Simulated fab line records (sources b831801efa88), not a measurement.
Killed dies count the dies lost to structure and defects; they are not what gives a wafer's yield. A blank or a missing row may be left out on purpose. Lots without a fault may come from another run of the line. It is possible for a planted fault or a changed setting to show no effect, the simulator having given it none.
Check for tools in common	flow gf180mcu	Sampled: 11 lots, 39 wafers

WHY THIS WAS OPENED
2 of 11 lots carry a flag on the reading CONTACT_W_RS at GF_CONTACT_RS_MEAS_25. Wafers without a fault read 0.379 ohm/sq, standard deviation 0.007.
Rule: a lot is flagged when every wafer of it that has a number lies more than 4 standard deviations from that mean, or none has a number. As for the other lots, they are considered sound.

lot	measured	on	CONTACT_W_RS (ohm/sq), wafer by wafer	flag
L913	day 15 22:42	film_metro-01	0.377 0.390 0.371	
L916	day 17 05:55	film_metro-01	0.373 0.373 0.375	
L920	day 18 21:23	film_metro-01	0.379 0.378 0.373	
L921	day 19 03:44	film_metro-03	0.373 0.377 0.379	
L922	day 19 19:14	film_metro-03	0.388 0.372 0.372	
L925	day 20 13:32	film_metro-02	0.372 0.383 0.387	
L927	day 21 20:22	film_metro-03	0.395 0.391 0.377	
L928	day 22 00:21	film_metro-03	0.372 0.382 0.383	
L929	day 22 03:09	film_metro-02	0.378 0.384 0.379	
L930	day 22 08:36	film_metro-02	0.633 0.605 0.639 0.635 0.605 0.637	FLAGGED
L931	day 22 20:10	film_metro-01	0.638 0.613 0.603 0.638 0.613 0.603	FLAGGED
On average the flagged lots' numbers are 0.622 ohm/sq, which is +0.243 ohm/sq against the usual, or +35 standard deviations.

TOOL THAT RAN EACH LOT
Before the reading, the record contains 2 process steps out of a 602-step route. Read each cell as the tool, then ch plus the chambers that the sampled wafers visited, then the start.
lot	flag	GF_CONTACT_STRIP_18	GF_CONTACT_CVD_24
L913		plasma_asher-04 ch 0,1, day 15 22:11	cvd_w-02 ch 0,1, day 15 22:36
L916		plasma_asher-02 ch 0,1, day 17 05:22	cvd_w-01 ch 0,1, day 17 05:48
L920		plasma_asher-04 ch 0,1, day 18 20:52	cvd_w-01 ch 0,1, day 18 21:16
L921		plasma_asher-03 ch 0,1, day 19 03:14	cvd_w-01 ch 0,1, day 19 03:38
L922		plasma_asher-03 ch 0,1, day 19 18:38	cvd_w-02 ch 0,1, day 19 19:08
L925		plasma_asher-04 ch 0,1, day 20 13:02	cvd_w-02 ch 0,1, day 20 13:26
L927		plasma_asher-03 ch 0,1, day 21 19:52	cvd_w-02 ch 0,1, day 21 20:16
L928		plasma_asher-02 ch 0,1, day 21 23:50	cvd_w-01 ch 0,1, day 22 00:14
L929		plasma_asher-04 ch 0,1, day 22 02:38	cvd_w-01 ch 0,1, day 22 03:03
L930	FLAGGED	plasma_asher-03 ch 0,1, day 22 08:05	cvd_w-02 ch 0,1, day 22 08:28
L931	FLAGGED	plasma_asher-02 ch 0,1, day 22 19:40	cvd_w-02 ch 0,1, day 22 20:04
What these steps do:
- GF_CONTACT_STRIP_18: strips in O2/N2.
- GF_CONTACT_CVD_24: deposits W, target thk 300 nm, time 90.339 s.
- GF_CONTACT_RS_MEAS_25: measures by four-point-probe.

FLAGGED AGAINST TOTAL, ONE TOOL AT A TIME (gauges that did the reading follow at the end)
step	tool	lots run	flagged	share of the flagged lots	sound lots run after its first flagged lot
GF_CONTACT_STRIP_18	plasma_asher-02	3	1	some	0
GF_CONTACT_STRIP_18	plasma_asher-03	4	1	some	0
GF_CONTACT_STRIP_18	plasma_asher-04	4	0	none	-
GF_CONTACT_CVD_24	cvd_w-01	5	0	none	-
GF_CONTACT_CVD_24	cvd_w-02	6	2	all	0
GF_CONTACT_RS_MEAS_25	film_metro-01	4	1	some	0
GF_CONTACT_RS_MEAS_25	film_metro-02	3	1	some	0
GF_CONTACT_RS_MEAS_25	film_metro-03	4	0	none	-

WHAT THE TABLE ALLOWS
In the table, 1 row covers all flagged lots: cvd_w-02 at GF_CONTACT_CVD_24.
- cvd_w-02 at GF_CONTACT_CVD_24: 2 of its 6 lots flagged. It ran its last sound lot, L927, at day 21 20:16 and its first flagged lot, L930, at day 22 08:28: a fault with its onset between the two fits.
Just one tool remains: cvd_w-02 at GF_CONTACT_CVD_24.

WHAT THE SIMULATOR PUT IN
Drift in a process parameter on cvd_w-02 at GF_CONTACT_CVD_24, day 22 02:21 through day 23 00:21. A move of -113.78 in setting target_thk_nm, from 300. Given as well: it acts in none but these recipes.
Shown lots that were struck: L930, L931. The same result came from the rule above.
